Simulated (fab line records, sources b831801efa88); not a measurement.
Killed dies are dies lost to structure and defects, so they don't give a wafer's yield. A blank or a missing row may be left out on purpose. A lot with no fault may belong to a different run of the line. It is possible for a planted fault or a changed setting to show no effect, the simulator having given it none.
fab line records ; flow sky130
record lots=5; wafers=15; last_day=49
route steps=708 shown LDD_HVP@281 LDD_LDN@289 SPACER@304 POLY_CUT@307 SD_P@320 RES_XHIGH@341
lots that met no fault: from a run of the same line without faults
start_h: hours from the record's opening day to when the first of the lot's shown wafers began ; wait_h: how many hours have passed since the lot's step before this one ; " as in the row above ; L1.1+2: a row that stands for several wafers ; - no value, or no start was given ; * or withheld: withheld ; < > ~ a bound
route shown NAME@n: NAME is a module with steps in the file, n the number in the route of the first one ; usual: mean/standard deviation taken from wafers without a fault ; same: alike in all rows ; chamber/n: place in a boat ; sites: each site's reading ; _std_site: their standard deviation ; _edge_site: inner sites' mean taken away from outer sites' mean ; radius_mm: how far each site lies from the wafer's centre ; mask NAME#n: copy n ; behind: the most recent tool/chamber to have shaped the wafer ; hold: cause of the lot's hold/its duration in hours/its outcome ; device: which transistor (n, p or np) failed to switch ; end of line: at the end of the route, the tests of the same wafers ; a step without rows: its recipe alone ; killed: the dies lost at the first sort to structure and to defects; this is not the yield of the wafer ; map: a wafer's dies, x killed, . not, _ none there
set.NAME: the setting as run; set.NAME@STEP: as run at that earlier step ; model.NAME: the simulator's own value behind a step, which no gauge read
a table for each step, a row for each wafer; lots at some steps of the route
services: the hour from which a tool's chamber was out of use, counted from the record's first day as start_h (under 0 if before that day), plus the number of hours and why
## steps
# step SKY_LDD_HVP_SOFTBAKE_03
# recipe temp_c=90; time_s=60; resist=NOVOLAK
# step SKY_LDD_HVP_EXPOSE_04
# recipe mask_id=HVPTM; na=0.6; source_shape=conventional; sigma_outer=0.6; polarization=unpolarized; target_cd_nm=700; dose_mj=86
# step SKY_LDD_HVP_PEB_05
# recipe temp_c=withheld; time_s=*; resist=NOVOLAK
# step SKY_LDD_HVP_DEVELOP_06
# recipe resist=NOVOLAK; developer=TMAH; develop_time_s=60; dev_temp_c=23
# step SKY_LDD_HVP_OVL_MEAS_07
# usual LDD_HVP_OVL=-0.5/1.3
lot.wafer;tool;chamber;start_h;wait_h;LDD_HVP_OVL[nm]
L185.1;overlay-02;-;504.60;0.1;-2.1
L185.2;overlay-02;-;504.60;0.1;-1.6
L185.6;overlay-02;-;504.60;0.1;-2.2
L189.2;overlay-01;-;539.71;0.1;1.4
L189.3;overlay-01;-;539.71;0.1;-1.4
L189.6;overlay-01;-;539.71;0.1;-1.5
L194.1;overlay-02;-;584.80;0.1;-0.4
L194.2;overlay-02;-;584.80;0.1;0.1
L194.3;overlay-02;-;584.80;0.1;-2.0
L197.2;overlay-02;-;604.65;0.1;-0.6
L197.5;overlay-02;-;604.65;0.1;0.5
L197.6;overlay-02;-;604.65;0.1;-2.7
L202.1;overlay-02;-;655.01;0.1;-0.1
L202.2;overlay-02;-;655.01;0.1;-0.3
L202.4;overlay-02;-;655.01;0.1;-0.1
# step SKY_LDD_HVP_IMPLANT_08
# recipe species=B; energy_kev=20; dose_cm2=1.7e+13; tilt_deg=17.9
# step SKY_LDD_HVP_STRIP_09
# recipe chemistry=O2/N2; power_w=1400; pressure_mtorr=1500; platen_temp_c=withheld; o2_flow_sccm=3000; n2_flow_sccm=300; overash_fraction=0.5
# step SKY_LDD_HVP_TW_MEAS_10
# usual LDD_HVP_TW=460/7.2
lot.wafer;tool;chamber;start_h;wait_h;LDD_HVP_TW
L185.1;film_metro-04;-;504.88;0.1;453
L185.2;film_metro-04;-;504.88;0.1;453
L185.6;film_metro-04;-;504.88;0.1;452
L189.2;film_metro-03;-;540.00;0.1;463
L189.3;film_metro-03;-;540.00;0.1;466
L189.6;film_metro-03;-;540.00;0.1;466
L194.1;film_metro-04;-;585.09;0.1;451
L194.2;film_metro-04;-;585.09;0.1;452
L194.3;film_metro-04;-;585.09;0.1;451
L197.2;film_metro-04;-;604.94;0.1;454
L197.5;film_metro-04;-;604.94;0.1;455
L197.6;film_metro-04;-;604.94;0.1;455
L202.1;film_metro-04;-;655.30;0.1;449
L202.2;film_metro-04;-;655.30;0.1;450
L202.4;film_metro-04;-;655.30;0.1;451
# step SKY_LDD_LDN_DEHYDRATE_00
# recipe temp_c=200; time_s=60
# step SKY_LDD_LDN_HMDS_01
# recipe prime_time_s=60; prime_temp_c=120
# step SKY_LDD_LDN_COAT_02
# recipe resist=NOVOLAK; spin_rpm=3000; resist_thk_nm=1140
# step SKY_LDD_LDN_SOFTBAKE_03
# recipe temp_c=90; time_s=60; resist=NOVOLAK
# step SKY_LDD_LDN_EXPOSE_04
# recipe mask_id=LDNTM; na=0.6; source_shape=conventional; sigma_outer=0.6; polarization=unpolarized; target_cd_nm=700; dose_mj=140
# usual reticle_temp_C=23.01/0.1
# same na=0.6
lot.wafer;tool;chamber;start_h;wait_h;mask;reticle_temp_C
L185.1;iline_stepper-01;0;520.51;-;LDNTM#0;22.82
L185.2;iline_stepper-01;0;520.51;-;LDNTM#0;22.94
L185.6;iline_stepper-01;0;520.51;-;LDNTM#0;22.86
L189.2;iline_stepper-02;0;554.81;-;LDNTM#0;22.97
L189.3;iline_stepper-02;0;554.81;-;LDNTM#0;22.92
L189.6;iline_stepper-02;0;554.81;-;LDNTM#0;22.95
L194.1;iline_stepper-02;0;599.68;-;URPM#0;23.16
L194.2;iline_stepper-02;0;599.68;-;URPM#0;23.01
L194.3;iline_stepper-02;0;599.68;-;URPM#0;22.91
L197.2;iline_stepper-02;0;619.89;-;LDNTM#0;23.20
L197.5;iline_stepper-02;0;619.89;-;LDNTM#0;23.01
L197.6;iline_stepper-02;0;619.89;-;LDNTM#0;23.00
L202.1;iline_stepper-01;0;668.53;-;LDNTM#0;23.03
L202.2;iline_stepper-01;0;668.53;-;LDNTM#0;23.02
L202.4;iline_stepper-01;0;668.53;-;LDNTM#0;23.17
# step SKY_LDD_LDN_PEB_05
# recipe temp_c=withheld; time_s=*; resist=NOVOLAK
# step SKY_LDD_LDN_DEVELOP_06
# recipe resist=NOVOLAK; developer=TMAH; develop_time_s=60; dev_temp_c=23
# step SKY_LDD_LDN_OVL_MEAS_07
# usual LDD_LDN_OVL=-0.6/1.4
lot.wafer;tool;chamber;start_h;wait_h;LDD_LDN_OVL[nm]
L185.1;overlay-01;-;535.43;0.1;0.3
L185.2;overlay-01;-;535.43;0.1;-1.6
L185.6;overlay-01;-;535.43;0.1;2.1
L189.2;overlay-01;-;569.27;0.1;0.9
L189.3;overlay-01;-;569.27;0.1;-0.3
L189.6;overlay-01;-;569.27;0.1;-0.7
L194.1;overlay-02;-;614.18;0.1;-
L194.2;overlay-02;-;614.18;0.1;-
L194.3;overlay-02;-;614.18;0.1;-
L197.2;overlay-01;-;633.67;0.1;-0.1
L197.5;overlay-01;-;633.67;0.1;-0.9
L197.6;overlay-01;-;633.67;0.1;-0.9
L202.1;overlay-02;-;682.83;0.1;-1.3
L202.2;overlay-02;-;682.83;0.1;-0.8
L202.4;overlay-02;-;682.83;0.1;0.0
# step SKY_LDD_LDN_IMPLANT_08
# recipe species=As; energy_kev=15; dose_cm2=1.25e+13; tilt_deg=withheld; rotation_deg=23
# step SKY_LDD_LDN_IMPLANT_09
# recipe species=As; energy_kev=15; dose_cm2=1.259e+13; tilt_deg=withheld; rotation_deg=113
# step SKY_LDD_LDN_IMPLANT_10
# recipe species=As; energy_kev=15; dose_cm2=1.25e+13; tilt_deg=withheld; rotation_deg=203
# step SKY_LDD_LDN_IMPLANT_11
# recipe species=As; energy_kev=15; dose_cm2=1.25e+13; tilt_deg=withheld; rotation_deg=293
# step SKY_LDD_LDN_STRIP_12
# recipe chemistry=O2/N2; power_w=1400; pressure_mtorr=1500; platen_temp_c=withheld; o2_flow_sccm=3000; n2_flow_sccm=300; overash_fraction=0.5
# usual drypump_motor_current_A=6.2/0.42; oes_product_au=0.716/0.0042; strip_time_to_endpoint_s=14.17/0.037
# same overash_fraction=0.5
lot.wafer;tool;chamber;start_h;wait_h;drypump_motor_current_A;oes_product_au;rf_hours_counter_h;strip_time_to_endpoint_s
L185.1;plasma_asher-02;1;536.10;0.1;6.2;0.717;71;14.19
L185.2;plasma_asher-02;0;536.10;0.1;6.3;0.715;71;14.20
L185.6;plasma_asher-02;0;536.10;0.1;6.3;0.710;-;14.16
L189.2;plasma_asher-02;1;569.90;0.1;6.2;0.718;74;14.18
L189.3;plasma_asher-02;0;569.90;0.1;6.3;0.714;-;14.18
L189.6;plasma_asher-02;1;569.90;0.1;6.2;0.719;-;14.19
L194.1;plasma_asher-02;1;614.82;0.1;6.2;0.715;80;14.13
L194.2;plasma_asher-02;0;614.82;0.1;6.3;0.720;80;14.17
L194.3;plasma_asher-02;1;614.82;0.1;6.2;0.719;-;14.14
L197.2;plasma_asher-03;1;634.30;0.1;6.8;0.721;23;14.18
L197.5;plasma_asher-03;0;634.30;0.1;5.7;0.712;-;14.21
L197.6;plasma_asher-03;1;634.30;0.1;6.8;0.716;-;14.19
L202.1;plasma_asher-03;1;683.47;0.1;6.8;0.721;28;14.18
L202.2;plasma_asher-03;0;683.47;0.1;5.8;0.717;28;14.18
L202.4;plasma_asher-03;1;683.47;0.1;6.8;0.717;-;14.17
# step SKY_LDD_LDN_TW_MEAS_13
# usual LDD_LDN_TW=1485/26
lot.wafer;tool;chamber;start_h;wait_h;LDD_LDN_TW
L185.1;film_metro-01;-;536.20;0.1;1466
L185.2;film_metro-01;-;536.20;0.1;1469
L185.6;film_metro-01;-;536.20;0.1;1469
L189.2;film_metro-03;-;570.01;0.1;1512
L189.3;film_metro-03;-;570.01;0.1;1508
L189.6;film_metro-03;-;570.01;0.1;1519
L194.1;film_metro-03;-;614.92;0.1;30
L194.2;film_metro-03;-;614.92;0.1;31
L194.3;film_metro-03;-;614.92;0.1;31
L197.2;film_metro-01;-;634.43;0.1;1466
L197.5;film_metro-01;-;634.43;0.1;1466
L197.6;film_metro-01;-;634.43;0.1;1466
L202.1;film_metro-01;-;683.57;0.1;1464
L202.2;film_metro-01;-;683.57;0.1;1460
L202.4;film_metro-01;-;683.57;0.1;1450
# step SKY_LDD_LDN_CLEAN_14
# recipe chemistry=SC1/SC2; mix=1:4:20; temp_c=70; time_s=150; dry=n2_spin
# step SKY_SPACER_CVD_00
# recipe material=Si3N4; precursor=DCS/NH3; target_thk_nm=43.1; temp_c=770; time_s=740; pressure_mtorr=250
# step SKY_SPACER_THK_MEAS_01
# recipe reads=Si3N4_of_SPACER_CVD_00
# usual SPACER_CVD_00_THK=42.9/0.43
lot.wafer;tool;chamber;start_h;wait_h;SPACER_CVD_00_THK[nm]
L185.1;film_metro-03;-;537.51;0.0;42.6
L185.2;film_metro-03;-;537.51;0.0;42.6
L185.6;film_metro-03;-;537.51;0.0;42.1
L189.2;film_metro-03;-;571.33;0.0;42.1
L189.3;film_metro-03;-;571.33;0.0;41.9
L189.6;film_metro-03;-;571.33;0.0;42.1
L194.1;film_metro-03;-;617.19;0.0;43.6
L194.2;film_metro-03;-;617.19;0.0;43.6
L194.3;film_metro-03;-;617.19;0.0;43.3
L197.2;film_metro-02;-;635.74;0.0;43.3
L197.5;film_metro-02;-;635.74;0.0;43.3
L197.6;film_metro-02;-;635.74;0.0;43.6
L202.1;film_metro-03;-;685.80;0.0;42.8
L202.2;film_metro-03;-;685.80;0.0;43.1
L202.4;film_metro-03;-;685.80;0.0;42.9
# step SKY_SPACER_ETCHBACK_02
# recipe chemistry=CH3F/O2; target=Si3N4; stop_on=SiO2; source_w=400; bias_w=80; pressure_mtorr=25; ch3f_flow_sccm=40; O2_flow_sccm=30; time_s=46.7; target_depth_a=450
# usual O2_flow_sccm=29.99/0.08; drypump_motor_current_A=5.6/0.57; oes_product_au=0.853/0.0067; rf_fwd_power_W=395.8/1.8; throttle_valve_pct=10.561/0.0086
lot.wafer;tool;chamber;start_h;wait_h;O2_flow_sccm;drypump_motor_current_A;oes_product_au;rf_fwd_power_W;rf_hours_counter_h;throttle_valve_pct
L185.1;rie_diel-03;2;537.57;0.1;29.94;4.6;0.848;393.7;10;10.559
L185.2;rie_diel-03;3;537.57;0.1;29.97;5.8;0.857;397.8;14;10.564
L185.6;rie_diel-03;0;537.57;0.1;29.90;5.9;0.845;395.6;-;10.567
L189.2;rie_diel-04;2;571.38;0.0;29.91;5.8;0.850;397.0;3;10.551
L189.3;rie_diel-04;0;571.38;0.0;29.92;5.7;0.839;398.4;9;10.559
L189.6;rie_diel-04;2;571.38;0.0;30.00;5.8;0.843;397.1;-;10.555
L194.1;rie_diel-02;3;617.25;0.1;30.00;6.5;0.866;394.5;2;10.577
L194.2;rie_diel-02;1;617.25;0.1;30.25;5.1;0.865;392.7;42;10.572
L194.3;rie_diel-02;0;617.25;0.1;29.98;5.0;0.865;395.6;6;10.552
L197.2;rie_diel-03;2;635.79;0.0;29.98;4.6;0.850;392.8;12;10.563
L197.5;rie_diel-03;2;635.79;0.0;30.12;4.6;0.864;392.8;-;10.557
L197.6;rie_diel-03;1;635.79;0.0;29.87;5.6;0.863;395.4;-;10.554
L202.1;rie_diel-02;2;685.86;0.1;29.88;5.5;0.852;397.0;25;10.556
L202.2;rie_diel-02;0;685.86;0.1;29.95;5.0;0.855;398.7;7;10.568
L202.4;rie_diel-02;1;685.86;0.1;29.98;5.1;0.838;397.5;43;10.566
# step SKY_POLY_CUT_DEHYDRATE_00
# recipe temp_c=200; time_s=60
# step SKY_POLY_CUT_HMDS_01
# recipe prime_time_s=60; prime_temp_c=120
# step SKY_POLY_CUT_COAT_02
# recipe resist=BARC; temp_c=withheld; time_s=withheld; spin_rpm=3000; resist_thk_nm=60
# step SKY_POLY_CUT_COAT_03
# recipe resist=KrF-thick; spin_rpm=3000; resist_thk_nm=450
# step SKY_POLY_CUT_SOFTBAKE_04
# recipe temp_c=99.59; time_s=90; resist=KrF-thick
# step SKY_POLY_CUT_EXPOSE_05
# recipe mask_id=NPCM; na=0.8; source_shape=annular; sigma_inner=0.55; sigma_outer=0.85; target_cd_nm=270; dose_mj=32
# step SKY_POLY_CUT_PEB_06
# recipe peb_temp_c=withheld; peb_time_s=withheld; resist=KrF-thick
# step SKY_POLY_CUT_DEVELOP_07
# recipe develop_time_s=60; resist=KrF-thick; dev_temp_c=21
# step SKY_POLY_CUT_CD_MEAS_08
# recipe target_cd_nm=270
# usual cd_nm=270.0/1.6
lot.wafer;tool;chamber;start_h;wait_h;cd_nm
L185.1;cd_sem-01;-;567.73;-;269.3
L185.2;cd_sem-01;-;567.73;-;269.7
L185.6;cd_sem-01;-;567.73;-;267.6
L189.2;cd_sem-01;-;600.65;-;268.6
L189.3;cd_sem-01;-;600.65;-;266.5
L189.6;cd_sem-01;-;600.65;-;267.0
L194.1;cd_sem-01;-;646.15;-;269.9
L194.2;cd_sem-01;-;646.15;-;269.5
L194.3;cd_sem-01;-;646.15;-;271.2
L197.2;cd_sem-01;-;664.42;-;269.2
L197.5;cd_sem-01;-;664.42;-;268.7
L197.6;cd_sem-01;-;664.42;-;268.7
L202.1;cd_sem-01;-;713.33;-;267.6
L202.2;cd_sem-01;-;713.33;-;269.7
L202.4;cd_sem-01;-;713.33;-;269.5
# step SKY_POLY_CUT_OVL_MEAS_09
# usual POLY_CUT_OVL=-4/6.3
lot.wafer;tool;chamber;start_h;wait_h;POLY_CUT_OVL[nm]
L185.1;overlay-01;-;567.85;0.1;-6
L185.2;overlay-01;-;567.85;0.1;-10
L185.6;overlay-01;-;567.85;0.1;-7
L189.2;overlay-01;-;600.76;0.1;-1
L189.3;overlay-01;-;600.76;0.1;6
L189.6;overlay-01;-;600.76;0.1;-6
L194.1;overlay-01;-;646.27;0.1;-11
L194.2;overlay-01;-;646.27;0.1;-15
L194.3;overlay-01;-;646.27;0.1;-14
L197.2;overlay-01;-;664.53;0.1;-2
L197.5;overlay-01;-;664.53;0.1;-6
L197.6;overlay-01;-;664.53;0.1;-2
L202.1;overlay-02;-;713.45;0.1;-19
L202.2;overlay-02;-;713.45;0.1;-15
L202.4;overlay-02;-;713.45;0.1;-15
# step SKY_POLY_CUT_ETCH_10
# recipe chemistry=N2/H2; target=BARC; ion_energy_ev=200; source_w=500; bias_w=100; pressure_mtorr=30; n2_flow_sccm=100; h2_flow_sccm=200; stop_on=SiO2; time_s=45.9; target_depth_a=600
# usual drypump_motor_current_A=5.7/0.42; oes_product_au=0.853/0.0044; rf_fwd_power_W=494.2/2.4; throttle_valve_pct=13.226/0.0098
lot.wafer;tool;chamber;start_h;wait_h;drypump_motor_current_A;oes_product_au;rf_fwd_power_W;rf_hours_counter_h;throttle_valve_pct
L185.1;rie_diel-03;1;567.89;0.0;5.6;0.853;493.9;16;13.244
L185.2;rie_diel-03;3;567.89;0.0;5.8;0.851;497.2;15;13.234
L185.6;rie_diel-03;1;567.89;0.0;5.6;0.854;494.3;-;13.229
L189.2;rie_diel-03;2;600.79;0.0;4.6;0.855;488.4;11;13.213
L189.3;rie_diel-03;0;600.79;0.0;5.9;0.851;494.7;19;13.227
L189.6;rie_diel-03;2;600.79;0.0;4.6;0.849;490.9;-;13.220
L194.1;rie_diel-01;3;646.31;0.0;5.5;0.856;493.1;8;13.242
L194.2;rie_diel-01;1;646.31;0.0;5.7;0.847;495.2;5;13.222
L194.3;rie_diel-01;2;646.31;0.0;5.9;0.852;492.2;64;13.240
L197.2;rie_diel-03;1;664.56;0.0;5.6;0.854;494.0;19;13.211
L197.5;rie_diel-03;1;664.56;0.0;5.6;0.857;493.8;-;13.225
L197.6;rie_diel-03;2;664.56;0.0;4.6;0.850;490.8;-;13.228
L202.1;rie_diel-01;3;713.49;0.0;5.5;0.861;490.2;9;13.230
L202.2;rie_diel-01;1;713.49;0.0;5.7;0.855;495.5;5;13.234
L202.4;rie_diel-01;0;713.49;0.0;6.0;0.851;492.3;19;13.240
# step SKY_POLY_CUT_ETCH_11
# recipe target=Si3N4; chemistry=CF4/CH2F2/Ar; stop_on=poly-Si; source_w=600; bias_w=150; pressure_mtorr=40; cf4_flow_sccm=40; ch2f2_flow_sccm=20; Ar_flow_sccm=150; time_s=42.5; target_depth_a=600
# usual ch2f2_flow_sccm=20.00/0.055; drypump_motor_current_A=5.7/0.42; oes_product_au=0.830/0.0065; rf_fwd_power_W=592.9/2.8; throttle_valve_pct=14.994/0.0089
lot.wafer;tool;chamber;start_h;wait_h;ch2f2_flow_sccm;drypump_motor_current_A;oes_product_au;rf_fwd_power_W;rf_hours_counter_h;throttle_valve_pct
L185.1;rie_diel-03;1;567.93;0.0;20.07;5.6;0.839;593.8;16;14.992
L185.2;rie_diel-03;3;567.93;0.0;19.94;5.8;0.829;598.8;15;14.994
L185.6;rie_diel-03;1;567.93;0.0;20.07;5.6;0.834;592.5;-;14.991
L189.2;rie_diel-03;2;600.83;0.0;20.05;4.6;0.825;589.9;11;14.998
L189.3;rie_diel-03;0;600.83;0.0;19.97;5.9;0.839;594.1;19;14.992
L189.6;rie_diel-03;2;600.83;0.0;20.04;4.7;0.836;589.4;-;15.001
L194.1;rie_diel-01;3;646.35;0.0;19.98;5.6;0.835;591.2;8;15.012
L194.2;rie_diel-01;1;646.35;0.0;20.07;5.7;0.829;592.6;5;14.993
L194.3;rie_diel-01;2;646.35;0.0;20.01;5.9;0.833;590.0;64;15.014
L197.2;rie_diel-03;1;664.60;0.0;19.95;5.6;0.820;593.7;19;14.989
L197.5;rie_diel-03;1;664.60;0.0;19.96;5.6;0.836;591.8;-;14.992
L197.6;rie_diel-03;2;664.60;0.0;19.96;4.6;0.823;589.4;-;15.008
L202.1;rie_diel-01;3;713.53;0.0;20.05;5.5;0.830;590.7;9;14.982
L202.2;rie_diel-01;1;713.53;0.0;20.11;5.7;0.831;595.1;6;14.985
L202.4;rie_diel-01;0;713.53;0.0;20.02;6.0;0.843;589.1;19;14.988
# step SKY_POLY_CUT_STRIP_12
# recipe chemistry=O2/N2; power_w=1400; pressure_mtorr=1500; platen_temp_c=withheld; o2_flow_sccm=3000; n2_flow_sccm=300; overash_fraction=0.5
# usual drypump_motor_current_A=5.8/0.59; oes_product_au=0.451/0.0046; strip_time_to_endpoint_s=5.354/0.015
# same overash_fraction=0.5
lot.wafer;tool;chamber;start_h;wait_h;drypump_motor_current_A;oes_product_au;rf_hours_counter_h;strip_time_to_endpoint_s
L185.1;plasma_asher-03;0;567.97;0.0;5.7;0.454;16;5.344
L185.2;plasma_asher-03;1;567.97;0.0;6.8;0.453;16;5.335
L185.6;plasma_asher-03;0;567.97;0.0;5.8;0.445;-;5.366
L189.2;plasma_asher-03;0;600.87;0.0;5.7;0.444;20;5.367
L189.3;plasma_asher-03;1;600.87;0.0;6.8;0.454;-;5.343
L189.6;plasma_asher-03;1;600.87;0.0;6.8;0.449;-;5.353
L194.1;plasma_asher-04;0;646.39;0.0;5.0;0.456;55;5.346
L194.2;plasma_asher-04;1;646.39;0.0;5.4;0.443;55;5.343
L194.3;plasma_asher-04;1;646.39;0.0;5.4;0.457;-;5.348
L197.2;plasma_asher-04;1;664.64;0.0;5.4;0.453;57;5.359
L197.5;plasma_asher-04;1;664.64;0.0;5.4;0.455;-;5.367
L197.6;plasma_asher-04;0;664.64;0.0;5.0;0.453;-;5.350
L202.1;plasma_asher-03;1;713.57;0.0;6.8;0.456;31;5.337
L202.2;plasma_asher-03;0;713.57;0.0;5.7;0.447;31;5.359
L202.4;plasma_asher-03;0;713.57;0.0;5.7;0.457;-;5.337
# step SKY_SD_P_DEHYDRATE_00
# recipe temp_c=200; time_s=60
# step SKY_SD_P_HMDS_01
# recipe prime_time_s=60; prime_temp_c=120
# step SKY_SD_P_COAT_02
# recipe resist=NOVOLAK; spin_rpm=3000; resist_thk_nm=1140
# step SKY_RES_XHIGH_TW_MEAS_09
# usual RES_XHIGH_TW=1628/12
lot.wafer;tool;chamber;start_h;wait_h;RES_XHIGH_TW
L185.1;film_metro-04;-;627.40;0.1;1625
L185.2;film_metro-04;-;627.40;0.1;1619
L185.6;film_metro-04;-;627.40;0.1;1630
L189.2;film_metro-01;-;659.18;0.1;1623
L189.3;film_metro-01;-;659.18;0.1;1613
L189.6;film_metro-01;-;659.18;0.1;1625
L194.1;film_metro-01;-;702.80;0.1;1903
L194.2;film_metro-01;-;702.80;0.1;1883
L194.3;film_metro-01;-;702.80;0.1;1898
L197.2;film_metro-04;-;720.46;0.1;1619
L197.5;film_metro-04;-;720.46;0.1;1625
L197.6;film_metro-04;-;720.46;0.1;1600
L202.1;film_metro-02;-;767.65;0.1;1646
L202.2;film_metro-02;-;767.65;0.1;1634
L202.4;film_metro-02;-;767.65;0.1;1641
## services
tool;chamber;start_h;hours;kind
rie_diel-03;1;514.22;47.6;repair
rie_diel-01;2;515.14;32.6;repair
rie_diel-04;-;520.75;0.4;repair
rie_diel-03;2;523.45;2.3;repair
iline_stepper-02;-;524.72;1.7;pm
rie_diel-02;0;585.36;3.8;repair
rie_diel-03;3;594.02;6.8;repair
rie_diel-03;2;608.93;3.3;repair
rie_diel-04;-;618.67;15.6;pm
iline_stepper-02;-;633.56;12.2;repair
rie_diel-03;0;634.86;5.1;repair
rie_diel-04;0;636.45;7.8;repair
rie_diel-03;3;643.73;24.0;repair
rie_diel-03;2;650.29;4.8;repair
rie_diel-01;-;651.28;14.6;pm
rie_diel-02;1;661.48;6.4;repair
rie_diel-01;2;665.88;-;clean
rie_diel-01;1;666.67;35.7;repair
plasma_asher-02;-;675.19;1.7;repair
rie_diel-02;-;693.06;0.2;repair
rie_diel-02;2;697.85;3.4;repair
iline_stepper-01;-;704.11;1.7;pm
rie_diel-01;-;706.14;0.7;repair
plasma_asher-04;-;708.31;4.0;pm
## key
first_sign step=SKY_LDD_LDN_EXPOSE_04; reading=mask; direction=changed
effect step=SKY_LDD_LDN_OVL_MEAS_07; reading=LDD_LDN_OVL; direction=missing
effect step=SKY_LDD_LDN_TW_MEAS_13; reading=LDD_LDN_TW; direction=down; sigmas=55; usual=1485; struck=31
effect step=SKY_RES_XHIGH_TW_MEAS_09; reading=RES_XHIGH_TW; direction=up; sigmas=23; usual=1628; struck=1895
met_at SKY_LDD_LDN_EXPOSE_04
struck_wafers L194.1,L194.2,L194.3
sort_left_out L194.1,L194.2,L194.3
tester_left_out L194
onset_between 554.81 599.68
fault kind=wrong_mask; tool=any; chamber=-; onset_h=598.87; steps=SKY_LDD_LDN_EXPOSE_04; aux_copy=URPM#0; scope=struck_lots_only
# tester_left_out: of these lots the tester's yield and bins aren't shown, on N5 and GAA mostly nor the transistor test; their killed dies are dies lost to structure and defects alone, not to doping, threshold or leakage, so they don't give the yield
# sort_left_out: the simulated sort isn't trusted on such a fault, so these wafers' sort isn't shown, and their yield isn't known
